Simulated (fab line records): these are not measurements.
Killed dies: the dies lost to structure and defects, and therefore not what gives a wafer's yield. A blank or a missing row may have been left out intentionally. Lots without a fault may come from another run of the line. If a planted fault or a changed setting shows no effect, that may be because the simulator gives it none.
Comparing a struck lot with a sound one | flow sky130 | 15 steps out of a route of 708
Sound: the wafers L658.1, L658.3, L658.5. Wafers L660.1, L660.3, L660.6 were the ones struck. The cause is given at the end.
At each step with rows: each side's tool, then ch and its chambers, then its first start. Under that, the readings that differ: sound wafers | struck wafers | difference of the means | sigmas: that difference in standard deviations of wafers without a fault.
alike: readings with means less than 2 such deviations apart, plus words and numbers identical on both sides. not compared: withheld readings, readings lacking a value on some wafer, bounds such as >300 that could conceal the same value, and numbers that have no deviation in the record and whose values overlap.
Wherever a step has rows on one side only, a row that says differs or no value, or a row with sigmas, the two part there. Numbers that have no deviation but don't overlap get no sigmas and don't part them. A reading missing from all wafers of one side parts the sides only when that side holds two or more wafers.

SKY_LDD_HVN_OVL_MEAS_07:
  struck on overlay-01, day 23 22:36; sound on overlay-02, day 22 16:08
reading          | sound       | struck         | difference | sigmas
LDD_HVN_OVL (nm) | 3.0 1.0 1.9 | -0.8 -2.5 -3.3 | -4.2       | -3
following that, these wafers have no rows for 1 step: SKY_LDD_HVN_IMPLANT_08.
SKY_LDD_HVN_STRIP_09: strips in O2/N2.
  sound on plasmaAsher-04 ch 0,1, day 22 16:19; struck on plasmaAsher-03 ch 1, day 23 22:47
  alike: chamberPressureMTorr, drypumpMotorCurrentA, oesProductAu, stripTimeToEndpointS
  not compared: rfHoursCounterH
SKY_LDD_HVN_TW_MEAS_10:
  struck on filmMetro-01, day 23 22:53; sound on filmMetro-03, day 22 16:25
  alike: LDD_HVN_TW
then, 7 steps without rows for these wafers: SKY_LDD_HVP_DEHYDRATE_00 (time 60 s); SKY_LDD_HVP_HMDS_01 (prime time 60 s); SKY_LDD_HVP_COAT_02 (resist thk 300 nm); SKY_LDD_HVP_SOFTBAKE_03 (time 60 s); SKY_LDD_HVP_EXPOSE_04 (exposes mask HVPTM, target cd 700 nm); SKY_LDD_HVP_PEB_05; SKY_LDD_HVP_DEVELOP_06 (develop time 60 s).
SKY_LDD_HVP_OVL_MEAS_07:
  struck on overlay-02, day 25 04:47; sound on overlay-01, day 23 21:42
  alike: LDD_HVP_OVL
SKY_LDD_HVP_IMPLANT_08:
  sound on implanter-01 ch 0, day 23 21:44; struck on implanter-03 ch 0, day 25 04:49
reading                  | sound                | struck               | difference | sigmas
beamEnergyKeV            | 19.995 19.996 20.001 | 19.162 19.160 19.164 | -0.835     | -99 or more
model.implant.rpNm (nm)  | 66.73 66.73 66.73    | 57.9 57.9 57.9       | -8.8       | 
model.implant.drpNm (nm) | 28.53 28.53 28.53    | 27.69 27.69 27.69    | -0.84      | 
  alike: beamOnS
SKY_LDD_HVP_STRIP_09: strips in O2/N2.
  sound on plasmaAsher-04 ch 0,1, day 23 21:53; struck on plasmaAsher-04 ch 1, day 25 04:58
reading             | sound             | struck            | difference | sigmas
oesProductAu (a.u.) | 0.415 0.415 0.410 | 0.410 0.398 0.404 | -0.009     | -2
  alike: chamberPressureMTorr, drypumpMotorCurrentA, stripTimeToEndpointS
  not compared: rfHoursCounterH
following that, these wafers have no rows for 1 step: SKY_PAD_OPEN_PROBE_99.

WHERE THEY PART
At SKY_LDD_HVN_OVL_MEAS_07 first; at SKY_LDD_HVP_STRIP_09 last (within this record only).

WHY: the cause the simulator had injected
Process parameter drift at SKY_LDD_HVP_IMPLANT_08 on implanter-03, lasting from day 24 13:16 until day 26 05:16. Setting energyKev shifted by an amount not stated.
